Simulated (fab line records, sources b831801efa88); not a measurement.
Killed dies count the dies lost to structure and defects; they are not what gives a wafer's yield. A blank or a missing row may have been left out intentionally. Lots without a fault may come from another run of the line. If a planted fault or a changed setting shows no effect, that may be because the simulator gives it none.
Struck lot and sound lot, side by side / flow sfqLine / 25 out of 325 route steps
Sound: these wafers, L846.4, L846.5, L846.6. Struck: wafer L854.2. (L854.4, L854.6 of the same lot were not struck and are left out.) The cause comes at the end.
For every step that has rows: the tool of each side, followed by ch and its chambers, followed by its first start. Under that, the readings that differ: sound wafers / struck wafers / difference of the means / sigmas: that difference in standard deviations of wafers without a fault.
alike: readings whose means differ by less than 2 such deviations, and words and numbers that are the same on both sides. not compared: withheld readings, readings that some wafer has no value for, bounds like >300 that may hide the same value, and numbers for which the record gives no deviation and whose values overlap.
The two part at a step that has a row with sigmas, a row that says differs or no value, or rows on one side only. Numbers that don't overlap but have no deviation are shown without sigmas and don't part them. A reading that every wafer of one side lacks parts them only if that side has two wafers or more.

first, 6 steps without rows for these wafers: SFQ_TRILAYER_M7_LITHO_COAT_182 (resist thk 62 nm); SFQ_TRILAYER_M7_LITHO_COAT_177 (resist thk 600 nm); SFQ_TRILAYER_M7_LITHO_SOFTBAKE_181; SFQ_TRILAYER_M7_LITHO_EXPOSE_178 (exposes mask M7, target cd 500 nm); SFQ_TRILAYER_M7_LITHO_PEB_180 (peb time 60 s); SFQ_TRILAYER_M7_LITHO_DEVELOP_179 (time 60 s).
SFQ_M7_OVL_MEAS_945:
  sound: overlay-02 at day 75 06:10; struck: overlay-02 at day 77 13:13
  alike: M7_OVL
SFQ_TRILAYER_M7_BARC_OPEN_METAL_ETCH_229: etches BARC in O2, target depth 125 nm, time 41.7 s.
  sound on rieMetal-03 ch 0,1, day 75 06:13; struck on rieMetal-04 ch 0, day 77 13:14
reading=drypumpMotorCurrentA (A); sound=6.4 6.4 5.1; struck=4.9; difference=-1.1; sigmas=-2
reading=oesProductAu (a.u.); sound=0.690 0.690 0.682; struck=0.677; difference=-0.010; sigmas=-2
reading=rfHoursCounterH (h); sound=- - -; struck=34; difference=no value on the sound wafers; sigmas=
then, 1 step without rows for these wafers: SFQ_TRILAYER_M7_ETCH_METAL_ETCH_180 (etches Nb in Cl2/Ar, stops on SiO2, target depth 240 nm, time 120 s).
SFQ_TRILAYER_M7_STRIP_STRIP_181: strips in O2.
  sound on rieMetal-03 ch 0,1, day 75 06:42; struck on rieMetal-04 ch 0, day 77 13:25
reading=drypumpMotorCurrentA (A); sound=6.4 6.4 5.1; struck=4.9; difference=-1.1; sigmas=-2
reading=rfHoursCounterH (h); sound=- - -; struck=34; difference=no value on the sound wafers; sigmas=
  alike: oesProductAu
then, 1 step without rows for these wafers: SFQ_TRILAYER_M7_STRIP_SOLV_CLEAN_182 (cleans in NMP, time 600 s).
SFQ_TRILAYER_I7_DEP_PECVD_183: deposits SiO2 from SiH4/N2O, time 111.11 s, target thk 500 nm.
  sound on pecvd-02 ch 0,1,2, day 75 07:27; struck on pecvd-02 ch 2, day 77 14:12
  alike: chamberPressureTorr, heaterPowerOuterW, heaterPowerW, throttleValvePct
SFQ_TRILAYER_I7_CMP_CMP_184: polishes SiO2.
  sound on cmp-02 ch 0,1,3, day 75 08:59; struck on cmp-02 ch 1, day 77 16:01
reading=timeToEndpointS (s); sound=232 215 221; struck=175; difference=-48; sigmas=-8
reading=model.SiO2_of_TRILAYER_I7_DEP_PECVD_183.thkNm (nm); sound=200.7 200.4 200.8; struck=248.5; difference=+47.9; sigmas=
  alike: motorCurrentA, retainingRingPressureFrac
SFQ_I7_BOW_MEAS_946:
  sound: filmMetro-03 at day 75 10:33; struck: filmMetro-04 at day 77 18:32
reading=I7_BOW (um); sound=21 22 13; struck=-15; difference=-34; sigmas=-3
SFQ_TRILAYER_I7_METRO_MEASURE_185:
  sound: filmMetro-03 at day 75 11:13; struck: filmMetro-04 at day 77 18:50
reading=thkNm (nm); sound=200.8 200.4 200.9; struck=248.5; difference=+47.8; sigmas=+43
then, 6 steps without rows for these wafers: SFQ_TRILAYER_I7_VIA_LITHO_COAT_192 (resist thk 62 nm); SFQ_TRILAYER_I7_VIA_LITHO_COAT_187 (resist thk 650 nm); SFQ_TRILAYER_I7_VIA_LITHO_SOFTBAKE_191; SFQ_TRILAYER_I7_VIA_LITHO_EXPOSE_188 (exposes mask I7, target cd 1000 nm); SFQ_TRILAYER_I7_VIA_LITHO_PEB_190 (peb time 60 s); SFQ_TRILAYER_I7_VIA_LITHO_DEVELOP_189 (time 60 s).
-- the record jumps here: 5 days lie between the struck wafers' starts before and after --
SFQ_I7_OVL_MEAS_947:
  sound: overlay-01 at day 79 12:30; struck: overlay-02 at day 82 07:56
  alike: I7_OVL
SFQ_TRILAYER_I7_VIA_BARC_OPEN_VIA_ETCH_260: etches BARC in O2, target depth 125 nm, time 41.7 s.
  sound on rieDiel-04 ch 2,3, day 79 12:31; struck on rieDiel-01 ch 3, day 82 07:58
  alike: drypumpMotorCurrentA, oesProductAu
  not compared: rfHoursCounterH
SFQ_TRILAYER_I7_VIA_ETCH_VIA_ETCH_190: etches SiO2 in CHF3, stops on Nb, target depth 260 nm.
  sound on rieDiel-04 ch 2,3, day 79 12:34; struck on rieDiel-01 ch 3, day 82 08:01
reading=oesProductAu (a.u.); sound=0.848 0.860 0.852; struck=0.979; difference=+0.126; sigmas=+22
reading=model.I7.featureDepthNm (nm); sound=200.7 200.4 200.8; struck=248.5; difference=+47.9; sigmas=
reading=model.etch.depthNm (nm); sound=200.7 200.4 200.8; struck=248.5; difference=+47.9; sigmas=
  alike: drypumpMotorCurrentA
SFQ_TRILAYER_I7_VIA_STRIP_STRIP_191: strips in O2.
  sound on rieMetal-04 ch 0,1, day 79 12:52; struck on rieMetal-04 ch 0, day 82 08:07
reading=rfHoursCounterH (h); sound=- - -; struck=48; difference=no value on the sound wafers; sigmas=
  alike: drypumpMotorCurrentA, oesProductAu

## WHERE THEY PART
At SFQ_TRILAYER_M7_BARC_OPEN_METAL_ETCH_229 first; at SFQ_TRILAYER_I7_VIA_STRIP_STRIP_191 last (within this record only).

WHY: what had been put in by the simulator
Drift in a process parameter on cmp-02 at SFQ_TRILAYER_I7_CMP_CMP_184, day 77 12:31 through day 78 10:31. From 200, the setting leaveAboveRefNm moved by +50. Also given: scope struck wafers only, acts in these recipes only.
